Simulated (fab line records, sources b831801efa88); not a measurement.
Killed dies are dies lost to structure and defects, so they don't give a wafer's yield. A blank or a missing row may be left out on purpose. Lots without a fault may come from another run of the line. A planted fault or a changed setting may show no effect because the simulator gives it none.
A struck lot beside a sound one | flow sky130 | 44 steps out of a route of 708
Sound: wafers L818.2, L818.4, L818.5. Struck: wafer L827.3. (L827.6 of the same lot was not struck and is left out.) The cause comes at the end.
At each step with rows: each side's tool, then ch and its chambers, then its first start. Under that, the readings that differ: sound wafers | struck wafers | difference of the means | sigmas: that difference in standard deviations of wafers without a fault.
alike: readings whose means differ by less than 2 such deviations, and words and numbers that are the same on both sides. not compared: withheld readings, readings that some wafer has no value for, bounds like >300 that may hide the same value, and numbers for which the record gives no deviation and whose values overlap.
The two part at a step that has a row with sigmas, a row that says differs or no value, or rows on one side only. Numbers that don't overlap but have no deviation are shown without sigmas and don't part them. A reading that every wafer of one side lacks parts them only if that side has two wafers or more.

first, 4 steps without rows for these wafers: SKY_VIA4_STRIP_14 (strips in post etch residue remover, time 1200 s); SKY_VIA4_CLEAN_15 (cleans in IPA, time 180 s); SKY_VIA4_CLEAN_16 (cleans in O3/DIW); SKY_VIA4_SPUTTER_17 (material TiN, target thk 20 nm, time 80 s).
SKY_VIA4_CVD_18: deposits W, target thk 505 nm, time 152.14 s.
  sound on cvd_w-01 ch 0, day 42 13:50; struck on cvd_w-01 ch 0, day 45 23:52
  alike: heater_power_w
SKY_VIA4_RS_MEAS_19: measures by four-point-probe.
  sound on film_metro-01, day 42 14:00; struck on film_metro-02, day 46 00:00
  alike: VIA4_W_RS
SKY_VIA4_THK_MEAS_20: measures by xrf.
  sound on film_metro-01, day 42 14:07; struck on film_metro-02, day 46 00:06
  alike: VIA4_W_THK
then, 1 step without rows for these wafers: SKY_VIA4_CMP_21 (polishes, stops on SiO2, t overpolish 25 s, target thk 0 nm).
SKY_METAL5_SPUTTER_00: material Ti, target thk 15 nm, time 10 s.
  sound on pvd_sputter-04, day 42 14:28; struck on pvd_sputter-03, day 46 00:26
  alike: throttle_valve_pct
then, 2 steps without rows for these wafers: SKY_METAL5_SPUTTER_01 (material TiN, target thk 20 nm, time 16.7 s); SKY_METAL5_SPUTTER_02 (material AlCu, target thk 1150 nm, time 61.2 s).
SKY_METAL5_SPUTTER_03: material Ti, target thk 5 nm, time 3.3 s.
  sound on pvd_sputter-04, day 42 14:34; struck on pvd_sputter-03, day 46 00:32
  alike: throttle_valve_pct
SKY_METAL5_SPUTTER_04: material TiN, target thk 70 nm, time 58.3 s.
  sound on pvd_sputter-04, day 42 14:35; struck on pvd_sputter-03, day 46 00:34
  reading                                    | sound             | struck | difference | sigmas
  model.TiN_of_METAL5_SPUTTER_04.thk_nm (nm) | 69.09 69.31 69.93 | 101.3  | +31.9      |
  alike: throttle_valve_pct
SKY_METAL5_RS_MEAS_05: measures by four-point-probe.
  sound on film_metro-02, day 42 14:39; struck on film_metro-03, day 46 00:39
  alike: METAL5_ALCU_RS
SKY_METAL5_THK_MEAS_06: measures by xrf.
  sound on film_metro-02, day 42 14:46; struck on film_metro-03, day 46 00:45
  reading              | sound          | struck | difference | sigmas
  METAL5_ALCU_THK (nm) | 1125 1108 1115 | 1049   | -67        | -4
then, 8 steps without rows for these wafers: SKY_METAL5_DEHYDRATE_07 (time 60 s); SKY_METAL5_HMDS_08 (prime time 60 s); SKY_METAL5_COAT_09 (resist thk 1800 nm); SKY_METAL5_SOFTBAKE_10 (time 60 s); SKY_METAL5_EXPOSE_11 (exposes mask MM5, target cd 1600 nm); SKY_METAL5_PEB_12; SKY_METAL5_DEVELOP_13 (develop time 60 s); SKY_METAL5_DESCUM_14 (chemistry O2, time 11 s).
SKY_METAL5_METAL_ETCH_15: etches the open film in Cl2/BCl3, stops on SiO2, target depth 1260 nm, time 252 s.
  sound on rie_metal-01 ch 0, day 43 13:53; struck on rie_metal-02 ch 0, day 46 20:34
  reading                     | sound       | struck | difference | sigmas
  drypump_motor_current_A (A) | 6.4 6.4 6.4 | 4.7    | -1.7       | -3
  alike: oes_product_au, throttle_valve_pct
  not compared: rf_hours_counter_h
then, 1 step without rows for these wafers: SKY_METAL5_STRIP_16 (strips in O2/N2).
SKY_METAL5_STRIP_17: strips in post etch residue remover, time 1200 s.
  sound on wet_bench-03 ch 1, day 43 14:14; struck on wet_bench-03 ch 3, day 46 20:52
  reading                                    | sound             | struck | difference | sigmas
  model.TiN_of_METAL5_SPUTTER_04.thk_nm (nm) | 68.67 68.89 69.51 | 100.8  | +31.8      |
then, 3 steps without rows for these wafers: SKY_METAL5_CLEAN_18 (cleans in IPA, time 180 s); SKY_METAL5_CLEAN_19 (cleans in O3/DIW); SKY_PASSIVATION_CVD_00 (deposits SiO2, target thk 90 nm).
SKY_PASSIVATION_THK_MEAS_01:
  sound on film_metro-03, day 43 14:48; struck on film_metro-03, day 46 21:47
  alike: PASSIVATION_CVD_00_THK
SKY_PASSIVATION_CVD_02: deposits Si3N4, target thk 540 nm.
  sound on pecvd-02 ch 0, day 43 14:51; struck on pecvd-02 ch 1, day 46 21:50
  alike: heater_power_w
SKY_PASSIVATION_THK_MEAS_03:
  sound on film_metro-02, day 43 15:11; struck on film_metro-02, day 46 22:05
  alike: PASSIVATION_CVD_02_THK
then, 7 steps without rows for these wafers: SKY_PASSIVATION_DEHYDRATE_04 (time 60 s); SKY_PASSIVATION_HMDS_05 (prime time 60 s); SKY_PASSIVATION_COAT_06 (resist thk 3000 nm); SKY_PASSIVATION_SOFTBAKE_07; SKY_PASSIVATION_EXPOSE_08 (exposes mask NSM, target cd 3000 nm); SKY_PASSIVATION_PEB_09; SKY_PASSIVATION_DEVELOP_10 (develop time 60 s).
SKY_PASSIVATION_ETCH_11: etches the open film in CF4/O2, stops on AlCu, target depth 725 nm, time 161.1 s.
  sound on rie_diel-02 ch 1,3, day 44 12:19; struck on rie_diel-02 ch 0, day 47 16:49
  reading                                 | sound             | struck | difference | sigmas
  oes_product_au (a.u.)                   | 0.973 0.977 0.978 | 0.997  | +0.021     | +3
  model.PASSIVATION.feature_depth_nm (nm) | 696.8 707.1 704.5 | 734.2  | +31.4      |
  alike: cf4_flow_sccm, drypump_motor_current_A, throttle_valve_pct
  not compared: rf_hours_counter_h
then, 2 steps without rows for these wafers: SKY_PASSIVATION_STRIP_12 (strips in O2/N2); SKY_PAD_OPEN_DEHYDRATE_00 (time 60 s).
SKY_PAD_OPEN_ETCH_07: etches the open film in CF4/O2, stops on AlCu, target depth 725 nm, time 161.1 s.
  sound on rie_diel-02 ch 0,2,3, day 45 10:07; struck on rie_diel-03 ch 1, day 48 11:51
  reading                              | sound             | struck | difference | sigmas
  oes_product_au (a.u.)                | 0.966 0.986 0.969 | 0.992  | +0.018     | +3
  model.PAD_OPEN.feature_depth_nm (nm) | 696.8 707.1 704.5 | 731.4  | +28.6      |
  alike: cf4_flow_sccm, drypump_motor_current_A, throttle_valve_pct
  not compared: rf_hours_counter_h
SKY_PAD_OPEN_PROBE_99:
  sound on prober-01, day 45 12:31; struck on prober-02, day 48 14:16
  reading                 | sound          | struck | difference | sigmas
  killed_at_other         | 1 0 0          | 2      | +2         | +3
  sort_bin_5_function (%) | 10.2 10.0 10.0 | 13.8   | +3.7       | +2
  alike: defect_limited_yield, killed_at_M0_to_M3, killed_at_M4_up, killed_at_contacts, killed_at_front_end, killed_dies, killed_open, killed_short, sort_bin_3_pad_short, sort_bin_6_memory, sort_n_pass, sort_yield_pct

WHERE THEY PART
First at SKY_METAL5_THK_MEAS_06; last, within this record, at SKY_PAD_OPEN_PROBE_99.

WHY: what the simulator had put in
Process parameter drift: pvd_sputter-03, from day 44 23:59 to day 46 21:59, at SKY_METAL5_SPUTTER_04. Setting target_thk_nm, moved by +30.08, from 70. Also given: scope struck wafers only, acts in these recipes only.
